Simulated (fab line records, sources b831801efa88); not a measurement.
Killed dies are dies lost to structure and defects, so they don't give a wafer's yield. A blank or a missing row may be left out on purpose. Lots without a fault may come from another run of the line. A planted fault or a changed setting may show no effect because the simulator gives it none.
A struck lot beside a sound one | flow sfq_line | 13 steps out of a route of 325
Sound: wafers L298.1, L298.3, L298.6. Struck: wafer L314.1. (L314.3, L314.5 of the same lot were not struck and are left out.) The cause comes at the end.
At each step with rows: each side's tool, then ch and its chambers, then its first start. Under that, the readings that differ: sound wafers | struck wafers | difference of the means | sigmas: that difference in standard deviations of wafers without a fault.
alike: readings whose means differ by less than 2 such deviations, and words and numbers that are the same on both sides. not compared: withheld readings, readings that some wafer has no value for, bounds like >300 that may hide the same value, and numbers for which the record gives no deviation and whose values overlap.
The two part at a step that has a row with sigmas, a row that says differs or no value, or rows on one side only. Numbers that don't overlap but have no deviation are shown without sigmas and don't part them. A reading that every wafer of one side lacks parts them only if that side has two wafers or more.

first, 6 steps without rows for these wafers: SFQ_TRILAYER_M3_LITHO_COAT_080 (resist thk 62 nm); SFQ_TRILAYER_M3_LITHO_COAT_075 (resist thk 600 nm); SFQ_TRILAYER_M3_LITHO_SOFTBAKE_079; SFQ_TRILAYER_M3_LITHO_EXPOSE_076 (exposes mask M3, target cd 500 nm); SFQ_TRILAYER_M3_LITHO_PEB_078 (peb time 60 s); SFQ_TRILAYER_M3_LITHO_DEVELOP_077 (time 60 s).
SFQ_M3_OVL_MEAS_921:
  sound on overlay-02, day 37 02:49; struck on overlay-01, day 43 03:52
  alike: M3_OVL
SFQ_TRILAYER_M3_BARC_OPEN_METAL_ETCH_100: etches BARC in O2, target depth 125 nm, time 41.7 s.
  sound on rie_metal-02 ch 0, day 37 02:52; struck on rie_metal-03 ch 0, day 43 03:55
  alike: drypump_motor_current_A, oes_product_au
  not compared: rf_hours_counter_h
SFQ_TRILAYER_M3_ETCH_METAL_ETCH_078: etches Nb in Cl2/Ar, stops on SiO2, target depth 240 nm, time 120 s.
  sound on rie_metal-02 ch 0, day 37 02:59; struck on rie_metal-03 ch 0, day 43 03:58
  alike: drypump_motor_current_A, oes_product_au
  not compared: rf_hours_counter_h
SFQ_TRILAYER_M3_STRIP_STRIP_079: strips in O2.
  sound on rie_metal-02 ch 0, day 37 03:14; struck on rie_metal-03 ch 0, day 43 04:05
  alike: drypump_motor_current_A, oes_product_au
  not compared: rf_hours_counter_h
then, 1 step without rows for these wafers: SFQ_TRILAYER_M3_STRIP_SOLV_CLEAN_080 (cleans in NMP, time 600 s).
SFQ_TRILAYER_I3_DEP_PECVD_081: deposits SiO2 from SiH4/N2O, time 108.9 s, target thk 500 nm.
  sound on pecvd-04 ch 0,2, day 37 04:36; struck on pecvd-04 ch 2, day 43 04:52
  reading                                             | sound             | struck | difference | sigmas
  rf_fwd_power_W (W)                                  | 183.4 183.0 182.8 | 256.2  | +73.1      | +99 or more
  showerhead_vpp_V (V)                                | 930 804 793       | 1120   | +278       | +6
  model.SiO2_of_TRILAYER_I3_DEP_PECVD_081.thk_nm (nm) | 490.8 489.7 498.5 | 534.3  | +41.3      |
  alike: heater_power_w, susceptor_temp_C, throttle_valve_pct
  not compared: since_wet_clean_h
SFQ_TRILAYER_I3_CMP_CMP_082: polishes SiO2.
  sound on cmp-02 ch 1,2,3, day 38 00:09; struck on cmp-02 ch 2, day 43 05:38
  reading                | sound       | struck | difference | sigmas
  time_to_endpoint_s (s) | 203 199 209 | 228    | +24        | +3
  alike: motor_current_A, retaining_ring_pressure_frac

WHERE THEY PART
First at SFQ_TRILAYER_I3_DEP_PECVD_081; last, within this record, at SFQ_TRILAYER_I3_CMP_CMP_082.

WHY: what the simulator had put in
Process parameter drift: pecvd-04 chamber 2, from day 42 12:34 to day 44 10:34, at SFQ_TRILAYER_I3_DEP_PECVD_081. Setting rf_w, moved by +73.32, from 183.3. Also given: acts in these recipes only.
